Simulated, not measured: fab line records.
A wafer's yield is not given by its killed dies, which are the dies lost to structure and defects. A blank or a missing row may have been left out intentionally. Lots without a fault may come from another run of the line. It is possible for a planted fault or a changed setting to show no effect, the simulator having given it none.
Comparing a struck lot with a sound one + flow sky130 + 18 out of 708 route steps
Sound: wafers L905.1, L905.3, L905.5. Wafers struck: L915.2, L915.5, L915.6. The cause comes at the end.
For every step that has rows: the tool of each side, followed by ch and its chambers, followed by its first start. Under that, the readings that differ: sound wafers + struck wafers + difference of the means + sigmas: that difference in standard deviations of wafers without a fault.
alike: same words and numbers on both sides, and readings whose means sit less than 2 such deviations apart. not compared: any withheld reading, any reading some wafer has no value for, any bound like >300 that may hide the same value, and any number with overlapping values for which the record gives no deviation.
The two part at a step that has a row with sigmas, a row that says differs or no value, or rows on one side only. Numbers that have no deviation but don't overlap get no sigmas and don't part them. Lack of a reading on every wafer of one side parts them only where that side has two or more wafers.

first, 1 step without rows for these wafers: SKY_PASSIVATION_DEVELOP_10 (develop time 60 s).
SKY_PASSIVATION_ETCH_11: etches the open film in CF4/O2, stops on AlCu, target depth 725 nm, time 161.1 s.
  sound on rie diel-03 ch 2,3, day 45 06:43; struck on rie diel-02 ch 1,2, day 47 21:09
  alike: cf4 flow sccm, drypump motor current A, oes product au, throttle valve pct
  not compared: rf hours counter h
SKY_PASSIVATION_STRIP_12: strips in O2/N2.
  sound on plasma asher-02 ch 0,1, day 45 06:50; struck on plasma asher-04 ch 0,1, day 47 21:16
  alike: drypump motor current A, oes product au, strip time to endpoint s
  not compared: rf hours counter h
then, 7 steps without rows for these wafers: SKY_PAD_OPEN_DEHYDRATE_00 (time 60 s); SKY_PAD_OPEN_HMDS_01 (prime time 60 s); SKY_PAD_OPEN_COAT_02 (resist thk 3000 nm); SKY_PAD_OPEN_SOFTBAKE_03; SKY_PAD_OPEN_EXPOSE_04 (exposes mask PDM, target cd 60000 nm); SKY_PAD_OPEN_PEB_05; SKY_PAD_OPEN_DEVELOP_06 (develop time 60 s).
SKY_PAD_OPEN_ETCH_07: etches the open film in CF4/O2, stops on AlCu, target depth 725 nm, time 161.1 s.
  sound on rie diel-01 ch 0,2,3, day 46 03:42; struck on rie diel-02 ch 0,3, day 48 15:48
  alike: cf4 flow sccm, drypump motor current A, oes product au, throttle valve pct
  not compared: rf hours counter h
SKY_PAD_OPEN_STRIP_08: strips in O2/N2.
  sound on plasma asher-03 ch 0,1, day 46 03:49; struck on plasma asher-01 ch 0,1, day 48 15:55
  alike: drypump motor current A, oes product au
  not compared: rf hours counter h
SKY_PAD_OPEN_STRIP_09: strips in post etch residue remover, time 1200 s.
  sound on wet bench-02 ch 1, day 46 03:55; struck on wet bench-02 ch 2, day 48 16:10
then, 3 steps without rows for these wafers: SKY_PAD_OPEN_CLEAN_10 (cleans in IPA, time 180 s); SKY_PAD_OPEN_CLEAN_11 (cleans in O3/DIW); SKY_PAD_OPEN_ANNEAL_12.
SKY_PAD_OPEN_BOW_MEAS_13:
  struck on film metro-04, day 48 18:10; sound on film metro-01, day 46 05:54
| reading           | sound    | struck   | difference | sigmas |
|-------------------|----------|----------|------------|--------|
| PAD_OPEN_BOW (um) | 34 34 39 | 54 57 54 | +19        | +2     |
SKY_PAD_OPEN_PROBE_99:
  struck on prober-02, day 48 18:19; sound on prober-02, day 46 06:01
| reading                               | sound             | struck            | difference | sigmas |
|---------------------------------------|-------------------|-------------------|------------|--------|
| killed at other                       | 0 0 0             | 23 17 21          | +20        | +29    |
| killed dies                           | 93 78 80          | 102 103 99        | +18        | +2     |
| sort_bin_5_function (%)               | 9.8 8.5 9.1       | 13.0 13.8 11.8    | +3.7       | +3     |
| sort n pass                           | 399 414 412       | 390 389 393       | -18        | -2     |
| model.etest.tester.sort n pass        | 399 414 412       | 390 389 393       | -18        |        |
| model.etest.tester.sort yield pct (%) | 81.1 84.15 83.74  | 79.27 79.06 79.88 | -3.59      |        |
| model.etest.tester.sort_bin_5_pct (%) | 9.756 8.537 9.146 | 13.01 13.82 11.79 | +3.73      |        |
  alike: defect limited yield, killed_at_M0_to_M3, killed_at_M4_up, killed at contacts, killed at front end, killed open, killed short, sort_bin_3_pad_short, sort_bin_6_memory, sort yield pct
  not compared: model.etest.tester.sort_bin_3_pct

WHERE THEY PART
First at SKY_PAD_OPEN_BOW_MEAS_13; last, within this record, at SKY_PAD_OPEN_PROBE_99.

WHY: whatever the simulator had introduced
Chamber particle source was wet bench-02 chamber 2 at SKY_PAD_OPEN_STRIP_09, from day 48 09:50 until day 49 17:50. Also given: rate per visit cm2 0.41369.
